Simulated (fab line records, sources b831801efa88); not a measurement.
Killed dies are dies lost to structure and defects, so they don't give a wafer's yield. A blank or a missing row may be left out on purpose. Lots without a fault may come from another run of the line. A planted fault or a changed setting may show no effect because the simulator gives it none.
Which tool did it? | flow sky130 | 11 lots, 33 wafers sampled, at 5 steps of a route of 708

WHAT THE GAUGES READ, wafer by wafer
SKY_VIA1_CD_MEAS_12: target cd 150 nm.
lot  | measured     | on        | cd_nm (nm)
L614 | day 34 04:56 | cd_sem-02 | 147.4 147.8 148.6
L616 | day 34 11:56 | cd_sem-01 | 148.7 147.1 147.7
L621 | day 36 10:12 | cd_sem-02 | 154.2 153.9 154.0
L623 | day 37 08:17 | cd_sem-01 | 151.7 151.8 152.8
L626 | day 38 08:41 | cd_sem-02 | 147.3 148.9 148.7
L625 | day 38 12:20 | cd_sem-02 | 150.0 149.6 149.3
L627 | day 39 05:29 | cd_sem-01 | 147.1 147.4 147.7
L629 | day 39 07:35 | cd_sem-01 | 150.1 151.0 152.1
L630 | day 39 15:35 | cd_sem-01 | 150.4 149.3 148.5
L633 | day 40 03:41 | cd_sem-01 | 151.9 149.6 152.1
L634 | day 40 05:47 | cd_sem-02 | 149.8 151.2 147.8

SKY_VIA3_BOW_MEAS_03.
lot  | measured     | on            | VIA3_BOW (um)
L614 | day 38 21:10 | film_metro-01 | 78 61 66
L616 | day 39 02:14 | film_metro-01 | 83 75 76
L621 | day 40 23:15 | film_metro-04 | 69 84 75
L623 | day 41 18:11 | film_metro-01 | 75 72 74
L626 | day 42 19:20 | film_metro-04 | 84 81 76
L625 | day 42 21:41 | film_metro-04 | 88 73 81
L627 | day 43 13:28 | film_metro-01 | 90 77 79
L629 | day 43 15:20 | film_metro-04 | 85 84 86
L630 | day 43 21:42 | film_metro-02 | 61 76 72
L633 | day 44 09:55 | film_metro-04 | 70 72 78
L634 | day 44 10:51 | film_metro-04 | 78 82 53

WHICH TOOL RAN EACH LOT (tool, then ch and the chambers of the sampled wafers, then the start)
lot  | SKY_METAL2_COAT_10                | SKY_METAL2_STRIP_20                  | SKY_CAPM_METAL_ETCH_13
L614 | litho_track-03 ch 0, day 34 19:00 | plasma_asher-04 ch 0,1, day 35 09:44 | rie_metal-03 ch 0,1, day 37 16:53
L616 | litho_track-03 ch 0, day 35 02:00 | plasma_asher-02 ch 0,1, day 35 16:23 | rie_metal-02 ch 0,1, day 37 22:44
L621 | litho_track-01 ch 0, day 37 00:00 | plasma_asher-02 ch 0,1, day 37 13:22 | rie_metal-01 ch 0,1, day 39 19:29
L623 | litho_track-04 ch 0, day 37 21:00 | plasma_asher-02 ch 0,1, day 38 11:44 | rie_metal-02 ch 0,1, day 40 16:11
L626 | litho_track-04 ch 0, day 38 23:00 | plasma_asher-02 ch 0,1, day 39 12:32 | rie_metal-02 ch 0,1, day 41 16:17
L625 | litho_track-04 ch 0, day 39 02:00 | plasma_asher-03 ch 0,1, day 39 15:38 | rie_metal-01 ch 0,1, day 41 19:41
L627 | litho_track-04 ch 0, day 39 19:00 | plasma_asher-03 ch 0,1, day 40 08:36 | rie_metal-03 ch 0,1, day 42 12:16
L629 | litho_track-04 ch 0, day 39 21:00 | plasma_asher-02 ch 1, day 40 10:58   | rie_metal-02 ch 0, day 42 13:44
L630 | litho_track-04 ch 0, day 40 05:00 | plasma_asher-02 ch 0,1, day 40 18:38 | rie_metal-01 ch 0,1, day 42 20:23
L633 | litho_track-03 ch 0, day 40 17:00 | plasma_asher-04 ch 0,1, day 41 05:59 | rie_metal-01 ch 0,1, day 43 08:26
L634 | litho_track-03 ch 0, day 40 19:00 | plasma_asher-02 ch 0,1, day 41 08:06 | rie_metal-03 ch 0,1, day 43 10:18
- SKY_METAL2_COAT_10: resist thk 450 nm.
- SKY_METAL2_STRIP_20: strips in O2/N2.
- SKY_CAPM_METAL_ETCH_13: etches TiN in Cl2/BCl3, stops on SiO2, target depth 220 nm, time 62.9 s.

WHAT THE TOOLS THEMSELVES READ (means of the sampled wafers that have a number; where no wafer has one, the mark that the record gives instead)
SKY_METAL2_COAT_10.
lot  | tool           | spin_speed_rpm (rpm)
L614 | litho_track-03 | 2999.9
L616 | litho_track-03 | 3001.4
L621 | litho_track-01 | 2999.6
L623 | litho_track-04 | 2998.6
L626 | litho_track-04 | 2999.6
L625 | litho_track-04 | 3000.6
L627 | litho_track-04 | 2577.7
L629 | litho_track-04 | 2575.6
L630 | litho_track-04 | 2578.6
L633 | litho_track-03 | 2997.8
L634 | litho_track-03 | 2997.4

SKY_METAL2_STRIP_20.
lot  | tool            | drypump_motor_current_A (A) | oes_product_au (a.u.) | strip_time_to_endpoint_s (s)
L614 | plasma_asher-04 | 5.2                         | 0.345                 | 2.66
L616 | plasma_asher-02 | 5.6                         | 0.341                 | 2.67
L621 | plasma_asher-02 | 5.6                         | 0.342                 | 2.63
L623 | plasma_asher-02 | 5.6                         | 0.342                 | 2.70
L626 | plasma_asher-02 | 5.6                         | 0.347                 | 2.71
L625 | plasma_asher-03 | 5.9                         | 0.344                 | 2.70
L627 | plasma_asher-03 | 5.9                         | 0.361                 | 3.03
L629 | plasma_asher-02 | 5.5                         | 0.352                 | 3.02
L630 | plasma_asher-02 | 5.6                         | 0.360                 | 3.01
L633 | plasma_asher-04 | 5.1                         | 0.345                 | 2.72
L634 | plasma_asher-02 | 5.6                         | 0.336                 | 2.55

SKY_CAPM_METAL_ETCH_13.
lot  | tool         | bcl3_flow_sccm (sccm) | drypump_motor_current_A (A) | oes_product_au (a.u.) | throttle_valve_pct (%)
L614 | rie_metal-03 | 29.86                 | 5.2                         | 0.940                 | 21.900
L616 | rie_metal-02 | 29.96                 | 5.9                         | 0.940                 | 21.902
L621 | rie_metal-01 | 30.03                 | 5.4                         | 0.930                 | 21.905
L623 | rie_metal-02 | 29.94                 | 6.0                         | 0.937                 | 21.904
L626 | rie_metal-02 | 30.08                 | 5.9                         | 0.933                 | 21.906
L625 | rie_metal-01 | 29.96                 | 5.2                         | 0.947                 | 21.896
L627 | rie_metal-03 | 29.99                 | 5.5                         | 0.950                 | 21.899
L629 | rie_metal-02 | 29.85                 | 6.2                         | 0.940                 | 21.894
L630 | rie_metal-01 | 30.02                 | 5.4                         | 0.942                 | 21.896
L633 | rie_metal-01 | 30.04                 | 5.4                         | 0.939                 | 21.900
L634 | rie_metal-03 | 30.00                 | 5.5                         | 0.947                 | 21.886

THE ANSWER, worked out from the rows above alone
Rule: what is usual is taken from the lots themselves. Put in order of their means at a reading, lots are off if they are a third of the lots or fewer, leave a main group of 4 or more, and stand apart from it by a gap of 3 or more times the standard deviation of the main group's means; of several such gaps the widest counts. A main group whose means are all the same, to the digits that the tables above print for the reading, isn't used. A lot without any number at a reading at which 4 lots or more have one is off too. The other lots that the step has rows for count as sound. The gauges are gone through in route order, then the tools' own readings, and for those a lot's mean is taken as printed above. The first step at which some lot is off is used, and at that step the reading that is off furthest; a lot without a number counts as furthest.
Off: L627, L629, L630, at SKY_METAL2_COAT_10 (spin_speed_rpm). The main group: mean 2999.4 rpm, standard deviation 1.3.
A tool fits if, at that step or a process step before it, it ran every lot that is off, and no sound lot after the first of them. One fits: litho_track-04 at SKY_METAL2_COAT_10. Its last sound lot is L625 (day 39 02:00), its first lot that is off L627 (day 39 19:00): a fault that began between those two fits.
The tool's own readings at SKY_METAL2_COAT_10 bear it out: on the lots that are off they differ by more than 5 times the standard deviation of the sound lots' means. spin_speed_rpm reads 2577.3 rpm there against 2999.4 rpm on the sound lots.

WHAT THE SIMULATOR HAD PUT IN
Process parameter drift: litho_track-04, from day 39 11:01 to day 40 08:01, at SKY_METAL2_COAT_10. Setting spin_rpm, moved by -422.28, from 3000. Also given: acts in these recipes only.
Lots struck among those shown: L627, L629, L630. The rule above found the same.
